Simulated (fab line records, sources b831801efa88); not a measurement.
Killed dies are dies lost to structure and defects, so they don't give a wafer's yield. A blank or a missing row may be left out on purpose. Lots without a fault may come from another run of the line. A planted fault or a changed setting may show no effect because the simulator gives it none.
Tool commonality check | flow gf180mcu | 11 lots, 33 wafers sampled

WHY IT WAS OPENED
At GF_V3_RS_MEAS_24 the reading V3_W_RS is flagged on 2 of 11 lots. Wafers without a fault read 0.327 ohm/sq, standard deviation 0.0043.
Rule: a lot is flagged when every wafer of it that has a number lies more than 4 standard deviations from that mean, or none has a number. The other lots count as sound.

lot  | measured     | on            | V3_W_RS (ohm/sq), wafer by wafer | flag
L398 | day 22 23:12 | film_metro-01 | 0.321 0.320 0.318                |
L399 | day 23 13:55 | film_metro-02 | 0.334 0.329 0.329                |
L403 | day 25 00:43 | film_metro-02 | 0.326 0.326 0.329                |
L404 | day 25 06:54 | film_metro-01 | 0.332 0.328 0.328                |
L405 | day 25 07:53 | film_metro-02 | 0.322 0.322 0.326                |
L407 | day 26 05:23 | film_metro-02 | 0.328 0.326 0.328                |
L408 | day 26 11:02 | film_metro-02 | 0.327 0.325 0.328                |
L409 | day 26 14:47 | film_metro-01 | 0.400 0.396 0.395                | FLAGGED
L410 | day 26 22:08 | film_metro-02 | 0.389 0.394 0.392                | FLAGGED
L419 | day 29 15:27 | film_metro-02 | 0.322 0.329 0.326                |
L420 | day 29 21:37 | film_metro-04 | 0.332 0.330 0.325                |
The numbers of the flagged lots are 0.394 ohm/sq on average: +0.067 ohm/sq against the usual, or +16 standard deviations.

WHICH TOOL RAN EACH LOT
The record holds 2 process steps before the reading, out of a route of 602 steps. In each cell: the tool, then ch and the chambers that the sampled wafers went through, then the start.
lot  | flag    | GF_V3_SPUTTER_22             | GF_V3_CVD_23
L398 |         | pvd_sputter-01, day 22 23:03 | cvd_w-01 ch 0,1, day 22 23:05
L399 |         | pvd_sputter-04, day 23 13:45 | cvd_w-02 ch 0,1, day 23 13:47
L403 |         | pvd_sputter-01, day 25 00:34 | cvd_w-01 ch 0,1, day 25 00:37
L404 |         | pvd_sputter-04, day 25 06:45 | cvd_w-02 ch 0,1, day 25 06:47
L405 |         | pvd_sputter-01, day 25 07:42 | cvd_w-01 ch 0,1, day 25 07:46
L407 |         | pvd_sputter-04, day 26 05:12 | cvd_w-02 ch 0,1, day 26 05:17
L408 |         | pvd_sputter-02, day 26 10:50 | cvd_w-02 ch 0,1, day 26 10:54
L409 | FLAGGED | pvd_sputter-01, day 26 14:38 | cvd_w-02 ch 0,1, day 26 14:40
L410 | FLAGGED | pvd_sputter-04, day 26 21:58 | cvd_w-02 ch 0,1, day 26 21:59
L419 |         | pvd_sputter-04, day 29 15:18 | cvd_w-01 ch 0,1, day 29 15:20
L420 |         | pvd_sputter-02, day 29 21:25 | cvd_w-02 ch 0,1, day 29 21:29
What these steps do:
- GF_V3_SPUTTER_22: material TiN, target thk 10 nm, time 40 s.
- GF_V3_CVD_23: deposits W, target thk 350 nm, time 104.9 s.
- GF_V3_RS_MEAS_24: measures by four-point-probe.

FLAGGED OVER TOTAL, TOOL BY TOOL (the gauges that took the reading come last)
step             | tool           | lots run | flagged | share of the flagged lots | sound lots run after its first flagged lot
GF_V3_SPUTTER_22 | pvd_sputter-01 | 4        | 1       | some                      | 0
GF_V3_SPUTTER_22 | pvd_sputter-02 | 2        | 0       | none                      | -
GF_V3_SPUTTER_22 | pvd_sputter-04 | 5        | 1       | some                      | 1 (L419)
GF_V3_CVD_23     | cvd_w-01       | 4        | 0       | none                      | -
GF_V3_CVD_23     | cvd_w-02       | 7        | 2       | all                       | 1 (L420)
GF_V3_RS_MEAS_24 | film_metro-01  | 3        | 1       | some                      | 0
GF_V3_RS_MEAS_24 | film_metro-02  | 7        | 1       | some                      | 1 (L419)
GF_V3_RS_MEAS_24 | film_metro-04  | 1        | 0       | none                      | -

WHAT THE TABLE ALLOWS
1 row of the table ran every flagged lot: cvd_w-02 at GF_V3_CVD_23.
- cvd_w-02 at GF_V3_CVD_23: 2 of its 7 lots flagged. Sound lots ran on it after the first flagged one (L420), which a lasting fault on the whole tool wouldn't allow. Its own readings lie more than 4 standard deviations out on every wafer of the flagged lots: chamber_pressure_Torr.
No row of the table ran every flagged lot and no sound lot after the first.

WHAT THE SIMULATOR HAD PUT IN
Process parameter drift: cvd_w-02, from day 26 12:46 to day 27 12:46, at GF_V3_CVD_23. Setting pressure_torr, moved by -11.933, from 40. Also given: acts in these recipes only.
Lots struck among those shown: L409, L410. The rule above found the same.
